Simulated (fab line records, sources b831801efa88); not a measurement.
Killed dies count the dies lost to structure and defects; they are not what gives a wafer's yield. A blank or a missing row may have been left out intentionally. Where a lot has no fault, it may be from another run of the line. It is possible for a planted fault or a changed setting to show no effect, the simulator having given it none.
Which of the tools did it? | flow sky130 | 11 lots with 33 wafers sampled at 5 steps, on a route of 708 steps

WHAT THE GAUGES READ, wafer by wafer
SKY_CAP2M_THK_MEAS_01. Usual: for CAP2M_CVD_00_THK the level is 15.64 nm and the standard deviation is 0.23.
lot  | measured     | on           | CAP2M_CVD_00_THK (nm) | flag
L830 | day 39 11:55 | filmMetro-01 | 15.33 15.80 15.81     | 
L833 | day 40 13:09 | filmMetro-01 | 15.79 16.10 15.97     | 
L834 | day 41 03:22 | filmMetro-03 | 15.39 15.67 15.70     | 
L836 | day 41 09:34 | filmMetro-02 | 15.63 15.53 15.84     | 
L837 | day 41 16:21 | filmMetro-02 | 15.89 15.65 16.00     | 
L838 | day 41 23:06 | filmMetro-01 | 15.46 15.66 15.75     | 
L846 | day 44 07:29 | filmMetro-01 | 15.77 16.09 16.08     | 
L847 | day 44 13:44 | filmMetro-01 | 15.99 15.92 16.08     | 
L850 | day 45 05:40 | filmMetro-01 | 15.17 15.51 15.60     | 
L852 | day 45 18:43 | filmMetro-02 | 15.67 15.42 15.54     | 
L853 | day 46 01:24 | filmMetro-02 | 15.65 15.65 15.75     | 

SKY_PAD_OPEN_BOW_MEAS_13. Usual: for PAD_OPEN_BOW the level is 44 um and the standard deviation is 9.
lot  | measured     | on           | PAD_OPEN_BOW (um) | flag
L830 | day 45 14:31 | filmMetro-03 | 58 58 42          | 
L833 | day 46 12:02 | filmMetro-03 | 36 42 47          | 
L834 | day 47 01:10 | filmMetro-03 | 65 61 53          | 
L836 | day 47 05:55 | filmMetro-03 | 42 44 30          | 
L837 | day 47 11:28 | filmMetro-01 | 50 40 30          | 
L838 | day 47 19:31 | filmMetro-02 | 52 39 43          | 
L846 | day 49 13:41 | filmMetro-02 | 43 59 40          | 
L847 | day 49 17:47 | filmMetro-02 | 46 40 37          | 
L850 | day 50 07:16 | filmMetro-01 | 41 11 28          | 
L852 | day 50 17:06 | filmMetro-02 | 41 39 46          | 
L853 | day 50 21:35 | filmMetro-01 | 62 48 50          | 

WHAT TOOL EACH LOT RAN ON (gives the tool, then ch and the chambers of the sampled wafers, and finally the start)
lot  | SKY_CAP2M_CVD_00                | SKY_PASSIVATION_ETCH_11           | SKY_PASSIVATION_STRIP_12
L830 | pecvd-02 ch 0,1, day 39 11:53   | rieDiel-04 ch 1,2, day 44 15:22   | plasmaAsher-01 ch 0,1, day 44 15:28
L833 | pecvd-04 ch 0,1, day 40 13:08   | rieDiel-01 ch 1,3, day 45 13:16   | plasmaAsher-01 ch 0,1, day 45 13:22
L834 | pecvd-04 ch 0,2, day 41 03:17   | rieDiel-04 ch 1,2, day 46 01:56   | plasmaAsher-01 ch 0,1, day 46 02:02
L836 | pecvd-02 ch 0,1, day 41 09:32   | rieDiel-04 ch 0,3, day 46 07:19   | plasmaAsher-01 ch 0,1, day 46 07:26
L837 | pecvd-04 ch 0,2, day 41 16:20   | rieDiel-04 ch 0,1,2, day 46 13:08 | plasmaAsher-04 ch 0,1, day 46 13:14
L838 | pecvd-03 ch 0,2, day 41 23:05   | rieDiel-04 ch 0,1,3, day 46 18:13 | plasmaAsher-04 ch 0,1, day 46 18:19
L846 | pecvd-04 ch 0,2, day 44 07:26   | rieDiel-02 ch 0,2,3, day 48 17:46 | plasmaAsher-02 ch 0,1, day 48 17:54
L847 | pecvd-03 ch 0,1,2, day 44 13:42 | rieDiel-02 ch 0,1,2, day 48 22:10 | plasmaAsher-01 ch 0,1, day 48 22:18
L850 | pecvd-04 ch 0,1, day 45 05:38   | rieDiel-02 ch 0,1,3, day 49 12:34 | plasmaAsher-02 ch 0,1, day 49 12:41
L852 | pecvd-02 ch 0,1,2, day 45 18:40 | rieDiel-01 ch 0,1,2, day 49 22:55 | plasmaAsher-02 ch 0,1, day 49 23:04
L853 | pecvd-03 ch 1,2, day 46 01:22   | rieDiel-02 ch 0,1,3, day 50 03:58 | plasmaAsher-02 ch 0,1, day 50 04:04
- SKY_CAP2M_CVD_00: deposits SiO2, target thk 15.5 nm.
- SKY_PASSIVATION_ETCH_11: etches the open film in CF4/O2, stops on AlCu, target depth 725 nm, time 161.1 s.
- SKY_PASSIVATION_STRIP_12: strips in O2/N2.

WHAT THE TOOLS THEMSELVES READ (means of the sampled wafers that have a number; where no wafer has one, the mark that the record gives instead)
SKY_CAP2M_CVD_00. Usual: heaterPowerW at 712 W, with a standard deviation of 110.
lot  | tool     | heaterPowerW (W) | flag
L830 | pecvd-02 | 717              | 
L833 | pecvd-04 | 682              | 
L834 | pecvd-04 | 691              | 
L836 | pecvd-02 | 701              | 
L837 | pecvd-04 | 773              | 
L838 | pecvd-03 | 713              | 
L846 | pecvd-04 | 692              | 
L847 | pecvd-03 | 757              | 
L850 | pecvd-04 | 579              | 
L852 | pecvd-02 | 718              | 
L853 | pecvd-03 | 735              | 

SKY_PASSIVATION_ETCH_11. Usual: cf4FlowSccm 80.01 sccm, standard deviation 0.21; drypumpMotorCurrentA 5.8 A, standard deviation 0.44; oesProductAu 0.977 a.u., standard deviation 0.0079; runLengthS 189.5 s, standard deviation 0.43; throttleValvePct 5.965 %, standard deviation 0.011.
lot  | tool       | cf4FlowSccm (sccm) | drypumpMotorCurrentA (A) | oesProductAu (a.u.) | runLengthS (s) | throttleValvePct (%) | flag
L830 | rieDiel-04 | 79.93              | 5.6                      | 0.976               | 189.3          | 5.973                | 
L833 | rieDiel-01 | 79.87              | 5.9                      | 0.985               | 189.7          | 5.967                | 
L834 | rieDiel-04 | 80.02              | 5.5                      | 0.973               | 189.5          | 5.958                | 
L836 | rieDiel-04 | 79.82              | 5.5                      | 0.927               | 205.9          | 5.948                | OFF
L837 | rieDiel-04 | 79.90              | 5.9                      | 0.923               | 205.8          | 5.940                | OFF
L838 | rieDiel-04 | 80.02              | 5.6                      | 0.921               | 205.8          | 5.948                | OFF
L846 | rieDiel-02 | 80.02              | 5.6                      | 0.983               | 189.3          | 5.966                | 
L847 | rieDiel-02 | 79.98              | 5.8                      | 0.979               | 189.0          | 5.963                | 
L850 | rieDiel-02 | 80.09              | 5.8                      | 0.982               | 189.4          | 5.963                | 
L852 | rieDiel-01 | 79.91              | 6.1                      | 0.971               | 189.3          | 5.960                | 
L853 | rieDiel-02 | 80.18              | 5.8                      | 0.973               | 189.2          | 5.964                | 

SKY_PASSIVATION_STRIP_12. Usual: drypumpMotorCurrentA 5.6 A, standard deviation 0.45; oesProductAu 0.661 a.u., standard deviation 0.0046; stripTimeToEndpointS 31.56 s, standard deviation 0.15.
lot  | tool           | drypumpMotorCurrentA (A) | oesProductAu (a.u.) | stripTimeToEndpointS (s) | flag
L830 | plasmaAsher-01 | 5.9                      | 0.661               | 31.72                    | 
L833 | plasmaAsher-01 | 5.9                      | 0.661               | 31.38                    | 
L834 | plasmaAsher-01 | 5.9                      | 0.665               | 31.62                    | 
L836 | plasmaAsher-01 | 5.9                      | 0.657               | 31.03                    | OFF
L837 | plasmaAsher-04 | 5.5                      | 0.661               | 31.04                    | OFF
L838 | plasmaAsher-04 | 5.2                      | 0.661               | 31.08                    | OFF
L846 | plasmaAsher-02 | 5.7                      | 0.659               | 31.64                    | 
L847 | plasmaAsher-01 | 5.9                      | 0.658               | 31.65                    | 
L850 | plasmaAsher-02 | 5.7                      | 0.659               | 31.68                    | 
L852 | plasmaAsher-02 | 5.9                      | 0.661               | 31.43                    | 
L853 | plasmaAsher-02 | 5.7                      | 0.657               | 31.30                    | 

THE ANSWER, worked out from the rows above alone
Rule: take the mean of a lot's wafers that have a number; if it is more than 3 standard deviations from the usual mean, the lot is off. A lot without any number at a reading at which 4 lots or more have one is off too. The other lots that the step has rows for count as sound. Order of review: gauges by route order, followed by the tools' own readings, for which a lot's mean as printed above is used. The first step at which some lot is off is used, and at that step the reading that is off furthest; a lot without a number counts as furthest.
Off, at SKY_PASSIVATION_ETCH_11 on runLengthS: L836, L837, L838.
A tool fits if, at that step or a process step before it, it ran every lot that is off, and no sound lot after the first of them. One fits: SKY_PASSIVATION_ETCH_11 on rieDiel-04. A fault onset in the window from L834 (day 46 01:56, its last sound lot) to L836 (day 46 07:19, its first lot off) fits.
The tool's own readings at SKY_PASSIVATION_ETCH_11 bear it out: on the lots that are off they differ by more than 5 times the standard deviation of the sound lots' means. oesProductAu reads 0.924 a.u. there against 0.978 a.u. on the sound lots; runLengthS reads 205.8 s there against 189.3 s on the sound lots.

WHAT THE SIMULATOR PUT IN
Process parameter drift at SKY_PASSIVATION_ETCH_11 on rieDiel-04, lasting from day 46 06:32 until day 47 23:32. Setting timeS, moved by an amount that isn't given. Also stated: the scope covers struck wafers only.
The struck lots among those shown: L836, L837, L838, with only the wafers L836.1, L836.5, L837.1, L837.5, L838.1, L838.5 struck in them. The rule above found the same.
